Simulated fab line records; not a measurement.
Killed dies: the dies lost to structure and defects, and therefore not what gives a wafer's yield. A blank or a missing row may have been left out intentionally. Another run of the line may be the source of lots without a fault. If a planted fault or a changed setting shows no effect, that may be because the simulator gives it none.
fab line records + flow gf180mcu + part 2 of 2: steps 27 to 35 of 35
record:
- lots: 5
- wafers: 15
- lastDay: 33
route steps=602 shown V2@382 M3@409
lots untouched by any fault: they come from a run of this same line in which no faults occurred
startH: hours from the record's opening day to when the first of the lot's shown wafers began + waitH: hours elapsed since this lot's preceding step + " identical to the entry in the row above + L1.1+2: a single row standing in for several wafers + - value missing, or start not given + * or withheld: withheld + < > ~ a bound
route shown NAME@n: names a module that has steps shown in the file, with the first one's number in the route + usual: the fault-free wafers' mean and standard deviation + same: alike in all rows + chamber/n: place in a boat + sites: per-site readings + _std_site: standard deviation of those values + _edge_site: mean of outer sites minus mean of inner sites + radiusMm: for every site, how far away it sits from the centre of the wafer + mask NAME#n: copy n + behind: the last tool/chamber to shape the wafer + hold: reason for holding the lot/hours on hold/outcome of the hold + device: which transistor (n, p or np) failed to switch + end of line: tests run on the same wafers once the route is complete + a step with no rows: only its recipe + killed: dies lost to structure and defects at the first sort, not the wafer's yield + map: per-die view of a wafer (x killed, . not killed, _ where there is no die)
set.NAME: the setting as run; set.NAME@STEP: as run at that earlier step + model.NAME: the simulator's own value behind a step, which no gauge read
lots seen at some steps along the route; tables by step, rows by wafer
services: from which hour (startH, from the record's first day; less than 0 if before it) a tool's chamber was out of use, for how many hours, and why
== steps ==
step: GF_V2_CMP_26
recipe:
- stopOn: SiO2
- downForcePsi: 3.5
- platenRpm: 60
- tOverpolishS: 15
- targetThkNm: 0
- padVelocityMS: 0.94248
usual:
- motorCurrentA: 10.9/1.1
- overpolishRunS: 15.001/0.0096
- timeToEndpointS: 84.0/2.9
| lot.wafer | tool   | chamber | startH | waitH | motorCurrentA | overpolishRunS | timeToEndpointS |
|-----------|--------|---------|--------|-------|---------------|----------------|-----------------|
| L077.4    | cmp-02 | 0       | 492.30 | 0.0   | 10.7          | 14.995         | 82.6            |
| L077.2    | "      | 2       | "      | "     | 9.9           | 15.008         | 85.5            |
| L077.1    | "      | 3       | "      | "     | 10.5          | 14.994         | 80.9            |
| L083.2    | cmp-01 | 1       | 541.59 | 0.2   | 10.2          | 14.980         | 88.4            |
| L083.6    | "      | 2       | "      | "     | 10.0          | 15.001         | 88.2            |
| L083.5    | "      | 3       | "      | "     | 10.8          | 14.999         | 84.4            |
| L084.4    | cmp-02 | 3       | 548.44 | 0.1   | 10.2          | 14.986         | 78.6            |
| L084.3    | "      | 0       | "      | "     | 11.4          | 14.990         | 81.5            |
| L084.5    | "      | 2       | "      | "     | 10.6          | 15.016         | 85.5            |
| L087.4    | cmp-02 | 1       | 582.88 | 0.2   | 13.6          | 15.013         | 87.0            |
| L087.6    | "      | 2       | "      | "     | 10.7          | 14.984         | 85.9            |
| L087.5    | "      | 3       | "      | "     | 10.5          | 14.996         | 84.0            |
| L094.1    | cmp-02 | 3       | 629.02 | 0.1   | 10.6          | 14.992         | 88.5            |
| L094.4    | "      | 1       | "      | "     | 13.1          | 14.987         | 86.3            |
| L094.6    | "      | 3       | "      | "     | 10.8          | 14.994         | 83.6            |
step: GF_M3_SPUTTER_00
recipe:
- material: Ti
- targetThkNm: 37.5
- arrivingIonEnergyEv: 80
- substrateTempC: 200
- chamberPressurePa: 2
- powerW: 4000
- timeS: 150
usual:
- throttleValvePct: 29.5/0.99
| lot.wafer | tool          | chamber | startH | waitH | throttleValvePct |
|-----------|---------------|---------|--------|-------|------------------|
| L077.1    | pvdSputter-04 | -       | 492.60 | 0.1   | 29.3             |
| L077.2    | "             | -       | "      | "     | 28.3             |
| L077.4    | "             | -       | "      | "     | 31.4             |
| L083.2    | pvdSputter-02 | -       | 541.74 | 0.1   | 28.5             |
| L083.5    | "             | -       | "      | "     | 28.4             |
| L083.6    | "             | -       | "      | "     | 28.9             |
| L084.3    | pvdSputter-01 | -       | 548.64 | 0.1   | 29.9             |
| L084.4    | "             | -       | "      | "     | 31.4             |
| L084.5    | "             | -       | "      | "     | 30.7             |
| L087.4    | pvdSputter-01 | -       | 583.03 | 0.1   | 29.9             |
| L087.5    | "             | -       | "      | "     | 28.9             |
| L087.6    | "             | -       | "      | "     | 30.3             |
| L094.1    | pvdSputter-02 | -       | 629.32 | 0.2   | 28.8             |
| L094.4    | "             | -       | "      | "     | 28.2             |
| L094.6    | "             | -       | "      | "     | 28.8             |
step: GF_M3_SPUTTER_01
recipe:
- material: TiN
- targetThkNm: 30
- powerW: 6500
- timeS: 25
- chamberPressurePa: 0.4
usual:
- throttleValvePct: 29.6/0.99
| lot.wafer | tool          | chamber | startH | waitH | throttleValvePct |
|-----------|---------------|---------|--------|-------|------------------|
| L077.1    | pvdSputter-04 | -       | 492.70 | 0.1   | 29.2             |
| L077.2    | "             | -       | "      | "     | 28.1             |
| L077.4    | "             | -       | "      | "     | 31.5             |
| L083.2    | pvdSputter-02 | -       | 541.84 | 0.1   | 28.8             |
| L083.5    | "             | -       | "      | "     | 28.2             |
| L083.6    | "             | -       | "      | "     | 28.8             |
| L084.3    | pvdSputter-01 | -       | 548.74 | 0.1   | 30.1             |
| L084.4    | "             | -       | "      | "     | 31.4             |
| L084.5    | "             | -       | "      | "     | 30.7             |
| L087.4    | pvdSputter-01 | -       | 583.13 | 0.1   | 30.2             |
| L087.5    | "             | -       | "      | "     | 28.8             |
| L087.6    | "             | -       | "      | "     | 30.0             |
| L094.1    | pvdSputter-02 | -       | 629.42 | 0.1   | 28.8             |
| L094.4    | "             | -       | "      | "     | 28.4             |
| L094.6    | "             | -       | "      | "     | 29.1             |
step: GF_M3_SPUTTER_02
recipe:
- material: AlCu
- targetThkNm: 450
- powerW: 10600
- timeS: 23.9
- chamberPressurePa: 0.4
usual:
- throttleValvePct: 29.5/0.99
| lot.wafer | tool          | chamber | startH | waitH | throttleValvePct |
|-----------|---------------|---------|--------|-------|------------------|
| L077.1    | pvdSputter-04 | -       | 492.73 | 0.0   | 29.3             |
| L077.2    | "             | -       | "      | "     | 28.4             |
| L077.4    | "             | -       | "      | "     | 31.7             |
| L083.2    | pvdSputter-02 | -       | 541.87 | 0.0   | 28.6             |
| L083.5    | "             | -       | "      | "     | 28.3             |
| L083.6    | "             | -       | "      | "     | 28.9             |
| L084.3    | pvdSputter-01 | -       | 548.77 | 0.0   | 29.5             |
| L084.4    | "             | -       | "      | "     | 31.4             |
| L084.5    | "             | -       | "      | "     | 30.5             |
| L087.4    | pvdSputter-01 | -       | 583.16 | 0.0   | 30.1             |
| L087.5    | "             | -       | "      | "     | 28.9             |
| L087.6    | "             | -       | "      | "     | 30.2             |
| L094.1    | pvdSputter-02 | -       | 629.45 | 0.0   | 28.7             |
| L094.4    | "             | -       | "      | "     | 28.3             |
| L094.6    | "             | -       | "      | "     | 28.7             |
step: GF_M3_SPUTTER_03
recipe:
- material: Ti
- targetThkNm: 10
- substrateTempC: 300
- chamberPressurePa: 0.3
- powerW: 3000
- timeS: 6.7
usual:
- throttleValvePct: 29.5/0.99
| lot.wafer | tool          | chamber | startH | waitH | throttleValvePct |
|-----------|---------------|---------|--------|-------|------------------|
| L077.1    | pvdSputter-04 | -       | 492.76 | 0.0   | 29.7             |
| L077.2    | "             | -       | "      | "     | 28.2             |
| L077.4    | "             | -       | "      | "     | 31.5             |
| L083.2    | pvdSputter-02 | -       | 541.90 | 0.0   | 28.4             |
| L083.5    | "             | -       | "      | "     | 28.4             |
| L083.6    | "             | -       | "      | "     | 28.7             |
| L084.3    | pvdSputter-01 | -       | 548.80 | 0.0   | 30.1             |
| L084.4    | "             | -       | "      | "     | 31.4             |
| L084.5    | "             | -       | "      | "     | 30.6             |
| L087.4    | pvdSputter-01 | -       | 583.19 | 0.0   | 30.0             |
| L087.5    | "             | -       | "      | "     | 28.9             |
| L087.6    | "             | -       | "      | "     | 29.8             |
| L094.1    | pvdSputter-02 | -       | 629.48 | 0.0   | 28.9             |
| L094.4    | "             | -       | "      | "     | 28.1             |
| L094.6    | "             | -       | "      | "     | 28.8             |
step: GF_M3_SPUTTER_04
recipe:
- material: TiN
- targetThkNm: 50
- powerW: 6500
- timeS: 41.7
- chamberPressurePa: 0.4
usual:
- throttleValvePct: 29.5/0.99
| lot.wafer | tool          | chamber | startH | waitH | throttleValvePct |
|-----------|---------------|---------|--------|-------|------------------|
| L077.1    | pvdSputter-04 | -       | 492.78 | 0.0   | 29.7             |
| L077.2    | "             | -       | "      | "     | 28.3             |
| L077.4    | "             | -       | "      | "     | 31.4             |
| L083.2    | pvdSputter-02 | -       | 541.92 | 0.0   | 28.8             |
| L083.5    | "             | -       | "      | "     | 28.1             |
| L083.6    | "             | -       | "      | "     | 28.6             |
| L084.3    | pvdSputter-01 | -       | 548.82 | 0.0   | 30.1             |
| L084.4    | "             | -       | "      | "     | 31.3             |
| L084.5    | "             | -       | "      | "     | 30.7             |
| L087.4    | pvdSputter-01 | -       | 583.21 | 0.0   | 30.0             |
| L087.5    | "             | -       | "      | "     | 29.0             |
| L087.6    | "             | -       | "      | "     | 29.8             |
| L094.1    | pvdSputter-02 | -       | 629.50 | 0.0   | 28.7             |
| L094.4    | "             | -       | "      | "     | 28.5             |
| L094.6    | "             | -       | "      | "     | 28.7             |
step: GF_M3_RS_MEAS_05
recipe:
- thkMeasGauge: four-point-probe
- reads: TiN_of_M3_SPUTTER_04+Ti_of_M3_SPUTTER_03+AlCu_of_M3_SPUTTER_02+TiN_of_M3_SPUTTER_01+Ti_of_M3_SPUTTER_00
usual:
- M3_ALCU_RS: 0.0695/0.00065
| lot.wafer | tool         | chamber | startH | waitH | M3_ALCU_RS[ohm/sq] |
|-----------|--------------|---------|--------|-------|--------------------|
| L077.1    | filmMetro-02 | -       | 492.82 | 0.0   | 0.0695             |
| L077.2    | "            | -       | "      | "     | 0.0693             |
| L077.4    | "            | -       | "      | "     | 0.0698             |
| L083.2    | filmMetro-02 | -       | 541.98 | 0.0   | 0.0687             |
| L083.5    | "            | -       | "      | "     | 0.0678             |
| L083.6    | "            | -       | "      | "     | 0.0683             |
| L084.3    | filmMetro-03 | -       | 548.90 | 0.1   | 0.0690             |
| L084.4    | "            | -       | "      | "     | 0.0685             |
| L084.5    | "            | -       | "      | "     | 0.0687             |
| L087.4    | filmMetro-01 | -       | 583.31 | 0.1   | 0.0706             |
| L087.5    | "            | -       | "      | "     | 0.0706             |
| L087.6    | "            | -       | "      | "     | 0.0699             |
| L094.1    | filmMetro-03 | -       | 629.54 | 0.0   | 0.0699             |
| L094.4    | "            | -       | "      | "     | 0.0688             |
| L094.6    | "            | -       | "      | "     | 0.0693             |
step: GF_M3_THK_MEAS_06
recipe:
- thkMeasGauge: xrf
- reads: AlCu_of_M3_SPUTTER_02
usual:
- M3_ALCU_THK: 453/5.3
| lot.wafer | tool         | chamber | startH | waitH | M3_ALCU_THK[nm] |
|-----------|--------------|---------|--------|-------|-----------------|
| L077.1    | filmMetro-02 | -       | 492.94 | 0.1   | 456             |
| L077.2    | "            | -       | "      | "     | 456             |
| L077.4    | "            | -       | "      | "     | 455             |
| L083.2    | filmMetro-02 | -       | 542.09 | 0.1   | 459             |
| L083.5    | "            | -       | "      | "     | 464             |
| L083.6    | "            | -       | "      | "     | 464             |
| L084.3    | filmMetro-03 | -       | 549.00 | 0.1   | 456             |
| L084.4    | "            | -       | "      | "     | 463             |
| L084.5    | "            | -       | "      | "     | 462             |
| L087.4    | filmMetro-01 | -       | 583.40 | 0.1   | 444             |
| L087.5    | "            | -       | "      | "     | 445             |
| L087.6    | "            | -       | "      | "     | 445             |
| L094.1    | filmMetro-03 | -       | 629.66 | 0.1   | 451             |
| L094.4    | "            | -       | "      | "     | 457             |
| L094.6    | "            | -       | "      | "     | 454             |
step: GF_M3_DEHYDRATE_07
recipe:
- tempC: 200
- timeS: 60
usual:
- exhaustPa: 45.0/0.8
| lot.wafer | tool          | chamber | startH | waitH | exhaustPa |
|-----------|---------------|---------|--------|-------|-----------|
| L077.1    | lithoTrack-03 | 0       | 503.63 | 10.7  | 44.6      |
| L077.2    | "             | 0       | "      | "     | 45.6      |
| L077.4    | "             | 0       | "      | "     | 44.8      |
| L083.2    | lithoTrack-04 | 0       | 552.17 | 10.1  | 45.5      |
| L083.5    | "             | 0       | "      | "     | 45.6      |
| L083.6    | "             | 0       | "      | "     | 45.3      |
| L084.3    | lithoTrack-04 | 0       | 559.74 | 10.7  | 44.6      |
| L084.4    | "             | 0       | "      | "     | 44.3      |
| L084.5    | "             | 0       | "      | "     | 43.9      |
| L087.4    | lithoTrack-02 | 0       | 592.76 | 9.4   | 46.1      |
| L087.5    | "             | 0       | "      | "     | 44.3      |
| L087.6    | "             | 0       | "      | "     | 46.0      |
| L094.1    | lithoTrack-03 | 0       | 638.63 | 9.0   | 44.0      |
| L094.4    | "             | 0       | "      | "     | 43.7      |
| L094.6    | "             | 0       | "      | "     | 44.6      |
== services ==
| tool          | chamber | startH | hours | kind   |
|---------------|---------|--------|-------|--------|
| pvdSputter-02 | -       | 460.66 | 10.0  | repair |
| rieDiel-03    | 0       | 463.64 | 1.7   | repair |
| pvdSputter-01 | -       | 468.51 | 1.9   | repair |
| cvdW-01       | -       | 472.01 | 0.2   | repair |
| rieDiel-02    | 3       | 473.26 | 7.4   | repair |
| pvdSputter-04 | -       | 476.23 | 8.7   | repair |
| rieDiel-03    | 3       | 485.23 | 10.8  | repair |
| rieDiel-02    | 3       | 494.84 | 13.2  | repair |
| krfScanner-02 | -       | 500.82 | 0.8   | pm     |
| rieDiel-03    | -       | 509.55 | 2.4   | repair |
| cmp-02        | -       | 511.25 | 5.1   | pm     |
| pvdSputter-01 | -       | 512.62 | 3.6   | repair |
| cmp-02        | -       | 518.47 | 0.8   | repair |
| pvdSputter-04 | -       | 523.45 | 3.9   | repair |
| pvdSputter-04 | -       | 523.56 | 88.6  | repair |
| pvdSputter-02 | -       | 526.69 | 1.0   | repair |
| cmp-02        | -       | 543.75 | 0.3   | repair |
| cmp-02        | -       | 553.15 | 3.6   | repair |
| cmp-02        | -       | 572.19 | 4.0   | pm     |
| rieDiel-03    | 2       | 576.51 | 9.2   | repair |
| rieDiel-02    | 2       | 584.81 | 2.0   | repair |
| cmp-02        | -       | 620.21 | 5.8   | pm     |
| rieDiel-02    | 2       | 625.79 | 9.1   | repair |
| cmp-02        | -       | 631.40 | 0.3   | repair |
